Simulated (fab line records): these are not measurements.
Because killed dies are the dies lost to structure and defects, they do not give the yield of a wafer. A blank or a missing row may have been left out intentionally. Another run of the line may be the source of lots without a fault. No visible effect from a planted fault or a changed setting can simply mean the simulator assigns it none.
A single fault, viewed from 2 desks    flow sky130    every desk sees just its own numbers, and what lay behind them comes last

THE METROLOGY DESK
What the gauges read, lot by lot, whatever tool the lot ran on: means of the sampled wafers that have a number. If a lot's mean is further than 4 standard deviations from the usual mean, the lot is out of limits and carries the mark OUT (the distance appears in the brackets).
Columns: A = cd nm at SKY_SONOS_ONO_CD_MEAS_13, usual 409.2 nm; B = SONOS_ONO_OVL at SKY_SONOS_ONO_OVL_MEAS_14, usual 0.1 nm; C = GATE_OXIDE_OXIDATION_00_THK at SKY_GATE_OXIDE_THK_MEAS_02, usual 9.51 nm; D = GATE_OXIDE_OVL at SKY_GATE_OXIDE_OVL_MEAS_10, usual -1.0 nm; E = GATE_OXIDE_TW at SKY_GATE_OXIDE_TW_MEAS_14, usual 224.5; F = POLY_GATE_CVD_00_THK at SKY_POLY_GATE_THK_MEAS_01, usual 178.6 nm; G = POLY_GATE_TW at SKY_RES_PROTECT_TW_MEAS_08, usual 4041
lot   first seen here  A      B     C     D     E      F      G
L960  day 12 13:02     407.3  1.4   9.77  -3.0  222.8  176.4  4093
L963  day 13 14:47     407.6  -0.3  9.37  0.8   221.0  176.7  3979
L967  day 15 22:28     411.6  1.6   9.59  0.6   222.5  178.2  4117
L970  day 16 01:38     410.0  -1.1  9.73  -1.8  219.9  182.9  4131
L981  day 19 18:56     409.7  1.9   9.69  -1.5  223.3  179.2  4026
This desk's finding: nothing out of limits on any of the 5 lots.

DESK OF THE TOOL OWNER: wet bench-01
The tool's own readings at SKY_GATE_OXIDE_CLEAN_00 (cleans in SC1/SC2, time 150 s): means of the sampled wafers that have a number, for each lot that ran on this tool. If a lot's mean is further than 4 standard deviations from the usual mean, the lot is out of limits and carries the mark OUT (the distance appears in the brackets).
Columns: A = run length s at SKY_GATE_OXIDE_CLEAN_00, usual 180 s
lot   first seen here  A
L960  day 12 13:27     177
L981  day 19 19:21     69 (-29) OUT
This desk finds L981 out of limits, L981 being first, at day 19 19:21 (run length s at SKY_GATE_OXIDE_CLEAN_00). In limits: L960.

TAKEN TOGETHER
On L981, at day 19 19:21, an alarm was possible from the tool owner's desk.
From the metrology desk's view, nothing was out of limits.
The metrology desk holds a record of L981, inside its limits.
Every lot named ran SKY_GATE_OXIDE_CLEAN_00 on wet bench-01.

WHAT THE SIMULATOR HAD PUT IN
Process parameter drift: wet bench-01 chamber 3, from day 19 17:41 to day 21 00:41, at SKY_GATE_OXIDE_CLEAN_00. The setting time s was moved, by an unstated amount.
Struck lots among those shown: L981.
Time in hours from fault onset to the first out-of-limits reading at each desk: the tool owner's desk, 2.
